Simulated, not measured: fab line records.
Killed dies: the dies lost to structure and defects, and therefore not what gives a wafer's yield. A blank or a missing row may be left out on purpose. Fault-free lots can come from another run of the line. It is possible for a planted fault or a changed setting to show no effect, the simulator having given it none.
The tool behind it: which one? | flow sky130 | 6 lots (18 wafers sampled), 1 step of a 708-step route

## WHAT THE GAUGES READ, wafer by wafer
SKY_PWDE_TW_MEAS_10.
lot  | measured    | on           | PWDE_TW
L472 | day 4 06:20 | filmMetro-04 | 381.8 380.9 380.8
L476 | day 5 20:57 | filmMetro-02 | 374.7 374.0 375.9
L479 | day 6 06:08 | filmMetro-03 | 372.4 374.8 373.1
L483 | day 7 01:32 | filmMetro-02 | 380.0 379.7 380.9
L488 | day 8 00:44 | filmMetro-02 | 377.9 379.4 377.9
L492 | day 9 00:48 | filmMetro-04 | 377.3 376.0 376.9

## EACH LOT AND THE TOOL THAT RAN IT (in order: tool; ch and the chambers of the sampled wafers; start)
Record: no process step prior to these readings.

## THE ANSWER, worked out from the rows above alone
Rule: usual is defined by the lots themselves. The widest of any qualifying gaps counts: lots, ordered by their means at a reading, are off when they make up no more than a third of the lots, leave a main group of 4 or more, and stand apart from it by 3 or more times the standard deviation of that group's means. The tables above print the reading to a certain number of digits; a main group whose means all agree to those digits is not used. Also off: a lot with no number at a reading for which 4 or more lots have one. All remaining lots with rows at the step are treated as sound.
No lot is off at any reading shown: from this, nothing can be told.

## WHAT WAS PUT IN BY THE SIMULATOR
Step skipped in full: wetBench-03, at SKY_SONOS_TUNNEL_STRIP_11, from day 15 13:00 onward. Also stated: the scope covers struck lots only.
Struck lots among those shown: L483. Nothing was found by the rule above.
